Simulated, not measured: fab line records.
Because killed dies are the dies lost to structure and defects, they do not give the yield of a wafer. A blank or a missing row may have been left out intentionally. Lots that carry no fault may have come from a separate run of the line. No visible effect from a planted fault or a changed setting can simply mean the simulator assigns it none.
The tool behind it: which one? | flow sky130 | Sampling: 11 lots, 33 wafers, 6 of 708 route steps

== WHAT EACH GAUGE READ, for each wafer ==
SKY_SONOS_ONO_THK_MEAS_03. Usual: SONOS_ONO_CVD_02_THK gives 10.41 nm (standard deviation 0.14).
lot  | measured     | on            | SONOS_ONO_CVD_02_THK (nm) | flag
L470 | day 11 18:32 | film_metro-01 | 10.35 10.39 10.43         |
L471 | day 12 07:05 | film_metro-01 | 10.39 10.39 10.40         |
L472 | day 12 13:45 | film_metro-02 | 10.42 10.30 10.42         |
L480 | day 14 15:14 | film_metro-02 | 10.39 10.44 10.48         |
L481 | day 14 19:52 | film_metro-01 | 10.50 10.56 10.64         |
L485 | day 16 09:07 | film_metro-04 | 10.37 10.27 10.23         |
L489 | day 17 13:15 | film_metro-04 | 10.29 10.31 10.30         |
L490 | day 18 11:47 | film_metro-01 | 10.57 10.51 10.51         |
L491 | day 19 09:13 | film_metro-01 | 10.23 10.29 10.26         |
L492 | day 19 10:34 | film_metro-04 | 10.51 10.43 10.42         |
L493 | day 19 12:59 | film_metro-04 | 10.38 10.38 10.37         |

SKY_SONOS_ONO_CD_MEAS_13: the cd target is 410 nm. Usual: cd_nm reads 409.6 nm (standard deviation 2.9).
lot  | measured     | on        | cd_nm (nm)        | flag
L470 | day 12 19:04 | cd_sem-01 | 411.9 415.6 411.9 |
L471 | day 13 08:53 | cd_sem-02 | 410.0 408.3 410.3 |
L472 | day 13 14:55 | cd_sem-01 | 409.2 408.5 410.2 |
L480 | day 15 18:23 | cd_sem-02 | 410.9 408.5 410.6 |
L481 | day 16 01:02 | cd_sem-01 | 408.3 408.9 411.5 |
L485 | day 17 14:38 | cd_sem-02 | 404.4 406.6 405.0 |
L489 | day 18 21:04 | cd_sem-02 | 404.9 406.9 405.5 |
L490 | day 19 19:13 | cd_sem-01 | 409.6 410.0 408.1 |
L491 | day 20 16:35 | cd_sem-01 | 407.1 405.3 406.9 |
L492 | day 20 17:33 | cd_sem-02 | 412.2 411.7 411.0 |
L493 | day 20 20:31 | cd_sem-01 | 408.1 410.6 411.1 |

SKY_POLY_GATE_CD_MEAS_22. Usual: cd_nm reads 150.0 nm (standard deviation 1.8).
lot  | measured     | on        | cd_nm (nm)        | flag
L470 | day 16 20:41 | cd_sem-02 | 146.9 149.5 149.1 |
L471 | day 17 14:20 | cd_sem-02 | 153.2 151.2 154.1 |
L472 | day 17 08:47 | cd_sem-02 | 149.7 149.2 152.0 |
L480 | day 19 21:49 | cd_sem-02 | 151.1 149.7 150.1 |
L481 | day 20 05:29 | cd_sem-02 | 149.0 148.5 139.6 |
L485 | day 21 19:50 | cd_sem-02 | 149.2 148.0 150.1 |
L489 | day 23 01:06 | cd_sem-01 | 152.1 153.5 151.9 |
L490 | day 23 22:29 | cd_sem-02 | 150.8 150.5 151.5 |
L491 | day 24 18:41 | cd_sem-01 | 152.4 152.5 152.6 |
L492 | day 24 20:28 | cd_sem-01 | 149.9 148.8 147.4 |
L493 | day 24 22:41 | cd_sem-01 | 150.4 149.7 151.1 |

SKY_LDD_N_OVL_MEAS_07. Usual: LDD_N_OVL gives 0.3 nm (standard deviation 1.4).
lot  | measured     | on         | LDD_N_OVL (nm) | flag
L470 | day 18 02:15 | overlay-01 | 0.4 -0.4 0.4   |
L471 | day 18 21:01 | overlay-01 | 2.4 0.3 1.7    |
L472 | day 18 15:17 | overlay-02 | 2.9 2.6 2.5    |
L480 | day 21 03:37 | overlay-01 | -2.9 -3.1 -1.5 |
L481 | day 21 12:02 | overlay-01 | 0.3 -0.1 0.0   |
L485 | day 23 01:58 | overlay-02 | 2.2 2.5 1.3    |
L489 | day 24 06:50 | overlay-02 | 0.4 1.7 0.9    |
L490 | day 25 03:25 | overlay-02 | 0.8 0.1 1.5    |
L491 | day 25 22:43 | overlay-02 | -0.8 -2.2 1.2  |
L492 | day 26 01:26 | overlay-02 | -1.0 -0.8 0.1  |
L493 | day 26 03:59 | overlay-02 | -0.2 0.4 -1.0  |

== TOOL THAT RAN EACH LOT (tool first, then ch and the chambers of the sampled wafers, then the start) ==
lot  | SKY_POLY_GATE_ETCH_15              | SKY_POLY_GATE_STRIP_18
L470 | rie_diel-02 ch 1,2,3, day 16 18:05 | plasma_asher-03 ch 0,1, day 16 18:22
L471 | rie_diel-03 ch 0,2,3, day 17 11:26 | plasma_asher-02 ch 0,1, day 17 11:41
L472 | rie_diel-01 ch 0,2,3, day 17 07:02 | plasma_asher-03 ch 0,1, day 17 07:19
L480 | rie_diel-02 ch 0,1,3, day 19 19:35 | plasma_asher-03 ch 0,1, day 19 19:50
L481 | rie_diel-01 ch 0,2,3, day 20 03:44 | plasma_asher-02 ch 0,1, day 20 03:59
L485 | rie_diel-02 ch 1,2, day 21 18:08   | plasma_asher-02 ch 0,1, day 21 18:23
L489 | rie_diel-01 ch 0,1,2, day 22 22:56 | plasma_asher-03 ch 0,1, day 22 23:11
L490 | rie_diel-03 ch 0,3, day 23 20:47   | plasma_asher-02 ch 0,1, day 23 21:02
L491 | rie_diel-01 ch 1,2,3, day 24 16:59 | plasma_asher-04 ch 0,1, day 24 17:14
L492 | rie_diel-02 ch 0,3, day 24 18:44   | plasma_asher-03 ch 0,1, day 24 18:59
L493 | rie_diel-01 ch 1,2, day 24 20:56   | plasma_asher-04 ch 0,1, day 24 21:13
- SKY_POLY_GATE_ETCH_15: etches BARC in N2/H2, stops on SiO2, time 118.5 s, target depth 110 nm.
- SKY_POLY_GATE_STRIP_18: strips in O2/N2.

== WHAT THE TOOLS THEMSELVES READ (means of the sampled wafers that have a number; where no wafer has one, the mark that the record gives instead) ==
SKY_POLY_GATE_ETCH_15. Usual: chamber_pressure_mTorr 30.002 mTorr, standard deviation 0.03; drypump_motor_current_A 5.7 A, standard deviation 0.33; oes_product_au 0.717 a.u., standard deviation 0.0047; throttle_valve_pct 13.212 %, standard deviation 0.0096.
lot  | tool        | chamber_pressure_mTorr (mTorr) | drypump_motor_current_A (A) | oes_product_au (a.u.) | throttle_valve_pct (%) | flag
L470 | rie_diel-02 | 29.964                         | 5.6                         | 0.719                 | 13.207                 |
L471 | rie_diel-03 | 29.996                         | 5.8                         | 0.717                 | 13.219                 |
L472 | rie_diel-01 | 30.009                         | 5.8                         | 0.714                 | 13.215                 |
L480 | rie_diel-02 | 29.996                         | 5.5                         | 0.719                 | 13.210                 |
L481 | rie_diel-01 | 29.993                         | 5.8                         | 0.717                 | 13.214                 |
L485 | rie_diel-02 | 30.010                         | 5.9                         | 0.717                 | 13.205                 |
L489 | rie_diel-01 | 29.984                         | 5.6                         | 0.716                 | 13.201                 |
L490 | rie_diel-03 | 29.999                         | 5.5                         | 0.720                 | 13.213                 |
L491 | rie_diel-01 | 30.020                         | 5.7                         | 0.716                 | 13.213                 |
L492 | rie_diel-02 | 30.009                         | 5.4                         | 0.716                 | 13.201                 |
L493 | rie_diel-01 | 30.013                         | 5.8                         | 0.718                 | 13.210                 |

SKY_POLY_GATE_STRIP_18. Usual: chamber_pressure_mTorr 1500.1 mTorr, standard deviation 1.3; drypump_motor_current_A 5.7 A, standard deviation 0.39; oes_product_au 0.361 a.u., standard deviation 0.0041; strip_time_to_endpoint_s 3.16 s, standard deviation 0.03.
lot  | tool            | chamber_pressure_mTorr (mTorr) | drypump_motor_current_A (A) | oes_product_au (a.u.) | strip_time_to_endpoint_s (s) | flag
L470 | plasma_asher-03 | 1500.3                         | 5.5                         | 0.362                 | 3.18                         |
L471 | plasma_asher-02 | 1499.5                         | 5.8                         | 0.361                 | 3.15                         |
L472 | plasma_asher-03 | 1500.4                         | 5.5                         | 0.360                 | 3.14                         |
L480 | plasma_asher-03 | 1499.9                         | 5.5                         | 0.359                 | 3.17                         |
L481 | plasma_asher-02 | 1499.3                         | 5.8                         | 0.353                 | 2.97                         | OFF
L485 | plasma_asher-02 | 1500.0                         | 5.5                         | 0.361                 | 3.12                         |
L489 | plasma_asher-03 | 1500.1                         | 5.9                         | 0.363                 | 3.18                         |
L490 | plasma_asher-02 | 1499.8                         | 5.8                         | 0.361                 | 3.17                         |
L491 | plasma_asher-04 | 1501.0                         | 5.7                         | 0.359                 | 3.14                         |
L492 | plasma_asher-03 | 1499.7                         | 5.9                         | 0.362                 | 3.20                         |
L493 | plasma_asher-04 | 1501.9                         | 5.7                         | 0.365                 | 3.12                         |

== THE ANSWER, worked out from the rows above alone ==
Rule: lot off if the mean of its wafers having a number is beyond 3 standard deviations from the usual mean. A lot without any number at a reading at which 4 lots or more have one is off too. Where the step has rows for the other lots, those lots are counted as sound. First the gauges in route order, then the tools' own readings, where a lot's mean is used as printed above. The first step at which some lot is off is used, and at that step the reading that is off furthest; a lot without a number counts as furthest.
Off: L481 (SKY_POLY_GATE_STRIP_18, strip_time_to_endpoint_s).
If a tool, at that step or one of the process steps before it, ran each lot that is off and ran no sound lot following the first of them, it fits. Of those tried, none fits.

== WHAT WAS PUT IN BY THE SIMULATOR ==
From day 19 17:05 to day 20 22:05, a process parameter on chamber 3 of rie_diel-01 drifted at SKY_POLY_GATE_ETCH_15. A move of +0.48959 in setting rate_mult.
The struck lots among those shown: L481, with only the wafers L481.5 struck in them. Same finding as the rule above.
